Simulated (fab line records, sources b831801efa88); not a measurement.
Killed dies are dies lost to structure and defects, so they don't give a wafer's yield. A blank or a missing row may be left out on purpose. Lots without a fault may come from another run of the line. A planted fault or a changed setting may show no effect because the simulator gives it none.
Which tool did it? | flow sky130 | 12 lots, 36 wafers sampled, at 5 steps of a route of 708

WHAT THE GAUGES READ, wafer by wafer
SKY_CONTACT_RS_MEAS_25: measures by four-point-probe. Usual: CONTACT_W_RS 0.340 ohm/sq, standard deviation 0.005.
lot  | measured     | on            | CONTACT_W_RS (ohm/sq) | flag
L760 | day 31 11:11 | film_metro-02 | 0.337 0.338 0.346     |
L761 | day 32 08:14 | film_metro-04 | 0.339 0.343 0.340     |
L762 | day 32 19:14 | film_metro-02 | 0.334 0.344 0.343     |
L763 | day 33 00:49 | film_metro-03 | 0.341 0.339 0.341     |
L764 | day 33 04:28 | film_metro-02 | 0.330 0.332 0.330     |
L769 | day 34 23:37 | film_metro-04 | 0.347 0.340 0.349     |
L770 | day 35 09:49 | film_metro-04 | 0.341 0.338 0.333     |
L772 | day 35 19:31 | film_metro-04 | 0.346 0.346 0.349     |
L775 | day 37 01:56 | film_metro-02 | 0.341 0.342 0.337     |
L777 | day 37 05:01 | film_metro-02 | 0.344 0.339 0.341     |
L779 | day 38 00:01 | film_metro-04 | 0.340 0.337 0.342     |
L783 | day 38 22:56 | film_metro-02 | 0.347 0.345 0.334     |

SKY_VIA1_THK_MEAS_01. Usual: VIA1_HDPCVD_THK 1030 nm, standard deviation 12.
lot  | measured     | on            | VIA1_HDPCVD_THK (nm) | flag
L760 | day 32 16:25 | film_metro-03 | 1017 1030 1032       |
L761 | day 33 13:35 | film_metro-04 | 1035 1029 1025       |
L762 | day 34 00:01 | film_metro-04 | 1014 1043 1032       |
L763 | day 34 04:35 | film_metro-01 | 1040 1051 1032       |
L764 | day 34 09:05 | film_metro-03 | 1021 1027 1031       |
L769 | day 36 03:49 | film_metro-01 | 1026 1023 1022       |
L770 | day 36 13:24 | film_metro-01 | 872 865 862          | OFF
L772 | day 36 22:43 | film_metro-03 | 885 890 880          | OFF
L775 | day 38 05:14 | film_metro-04 | 1034 1026 1000       |
L777 | day 38 08:07 | film_metro-04 | 1020 1034 1013       |
L779 | day 39 02:52 | film_metro-04 | 1032 1043 1048       |
L783 | day 40 01:13 | film_metro-03 | 1041 1047 1034       |

SKY_VIA1_OVL_MEAS_13. Usual: VIA1_OVL 2 nm, standard deviation 5.
lot  | measured     | on         | VIA1_OVL (nm) | flag
L760 | day 33 19:53 | overlay-01 | -3 2 -7       |
L761 | day 34 15:44 | overlay-01 | 4 -1 2        |
L762 | day 35 02:21 | overlay-02 | 7 2 6         |
L763 | day 35 07:11 | overlay-01 | -3 5 2        |
L764 | day 35 11:26 | overlay-01 | 5 2 0         |
L769 | day 37 06:13 | overlay-01 | 8 17 4        |
L770 | day 37 15:33 | overlay-01 | -1 4 -4       |
L772 | day 38 00:35 | overlay-02 | -2 10 7       |
L775 | day 39 06:37 | overlay-02 | 3 -3 5        |
L777 | day 39 09:09 | overlay-02 | 0 -3 -2       |
L779 | day 40 03:59 | overlay-01 | 3 4 -1        |
L783 | day 41 02:14 | overlay-01 | 2 7 -4        |

WHICH TOOL RAN EACH LOT (tool, then ch and the chambers of the sampled wafers, then the start)
lot  | SKY_METAL1_SPUTTER_01        | SKY_VIA1_HDPCVD_00
L760 | pvd_sputter-03, day 31 11:40 | hdpcvd-02 ch 0,1,2, day 32 16:18
L761 | pvd_sputter-01, day 32 08:44 | hdpcvd-02 ch 1,2, day 33 13:25
L762 | pvd_sputter-03, day 32 19:43 | hdpcvd-01 ch 0,1,2, day 33 23:53
L763 | pvd_sputter-03, day 33 01:19 | hdpcvd-02 ch 0,2, day 34 04:28
L764 | pvd_sputter-03, day 33 04:58 | hdpcvd-02 ch 0,1,2, day 34 08:59
L769 | pvd_sputter-04, day 35 00:04 | hdpcvd-02 ch 1,2, day 36 03:41
L770 | pvd_sputter-03, day 35 10:16 | hdpcvd-02 ch 1,2, day 36 13:16
L772 | pvd_sputter-04, day 35 20:04 | hdpcvd-02 ch 0,2, day 36 22:37
L775 | pvd_sputter-01, day 37 02:22 | hdpcvd-01 ch 0,1,2, day 38 05:10
L777 | pvd_sputter-03, day 37 05:29 | hdpcvd-01 ch 0,2, day 38 07:59
L779 | pvd_sputter-03, day 38 00:31 | hdpcvd-01 ch 1,2, day 39 02:46
L783 | pvd_sputter-01, day 38 23:25 | hdpcvd-02 ch 1,2, day 40 01:05
- SKY_METAL1_SPUTTER_01: material TiN, target thk 20 nm, time 16.7 s.
- SKY_VIA1_HDPCVD_00: deposits SiO2, target thk 1030 nm, time 171.7 s.

WHAT THE TOOLS THEMSELVES READ (means of the sampled wafers that have a number; where no wafer has one, the mark that the record gives instead)
SKY_METAL1_SPUTTER_01. Usual: throttle_valve_pct 30.3 %, standard deviation 1.2.
lot  | tool           | throttle_valve_pct (%) | flag
L760 | pvd_sputter-03 | 30.8                   |
L761 | pvd_sputter-01 | 30.1                   |
L762 | pvd_sputter-03 | 30.9                   |
L763 | pvd_sputter-03 | 29.8                   |
L764 | pvd_sputter-03 | 29.8                   |
L769 | pvd_sputter-04 | 29.1                   |
L770 | pvd_sputter-03 | 30.8                   |
L772 | pvd_sputter-04 | 29.1                   |
L775 | pvd_sputter-01 | 30.8                   |
L777 | pvd_sputter-03 | 31.0                   |
L779 | pvd_sputter-03 | 30.1                   |
L783 | pvd_sputter-01 | 30.2                   |

SKY_VIA1_HDPCVD_00. Usual: pressure_mtorr 6.001 mTorr, standard deviation 0.013; sih4_flow_sccm 59.97 sccm, standard deviation 0.2.
lot  | tool      | pressure_mtorr (mTorr) | sih4_flow_sccm (sccm) | flag
L760 | hdpcvd-02 | 5.985                  | 59.94                 |
L761 | hdpcvd-02 | 5.996                  | 60.05                 |
L762 | hdpcvd-01 | 6.005                  | 60.05                 |
L763 | hdpcvd-02 | 5.981                  | 59.92                 |
L764 | hdpcvd-02 | 6.002                  | 59.92                 |
L769 | hdpcvd-02 | 6.004                  | 60.01                 |
L770 | hdpcvd-02 | 6.011                  | 50.94                 | OFF
L772 | hdpcvd-02 | 6.001                  | 50.97                 | OFF
L775 | hdpcvd-01 | 6.010                  | 60.02                 |
L777 | hdpcvd-01 | 6.012                  | 60.08                 |
L779 | hdpcvd-01 | 5.983                  | 59.82                 |
L783 | hdpcvd-02 | 6.009                  | 59.89                 |

THE ANSWER, worked out from the rows above alone
Rule: a lot is off if the mean of its wafers that have a number lies more than 3 standard deviations from the usual mean. A lot without any number at a reading at which 4 lots or more have one is off too. The other lots that the step has rows for count as sound. The gauges are gone through in route order, then the tools' own readings, and for those a lot's mean is taken as printed above. The first step at which some lot is off is used, and at that step the reading that is off furthest; a lot without a number counts as furthest.
Off: L770, L772, at SKY_VIA1_THK_MEAS_01 (VIA1_HDPCVD_THK).
A tool fits if, at a process step before that reading, it ran every lot that is off, and no sound lot after the first of them. The gauges at SKY_VIA1_THK_MEAS_01 aren't tried: what is off there is off at SKY_VIA1_HDPCVD_00 too, on other tools, and a gauge's error can't cause that. None of those tried fits.

WHAT THE SIMULATOR HAD PUT IN
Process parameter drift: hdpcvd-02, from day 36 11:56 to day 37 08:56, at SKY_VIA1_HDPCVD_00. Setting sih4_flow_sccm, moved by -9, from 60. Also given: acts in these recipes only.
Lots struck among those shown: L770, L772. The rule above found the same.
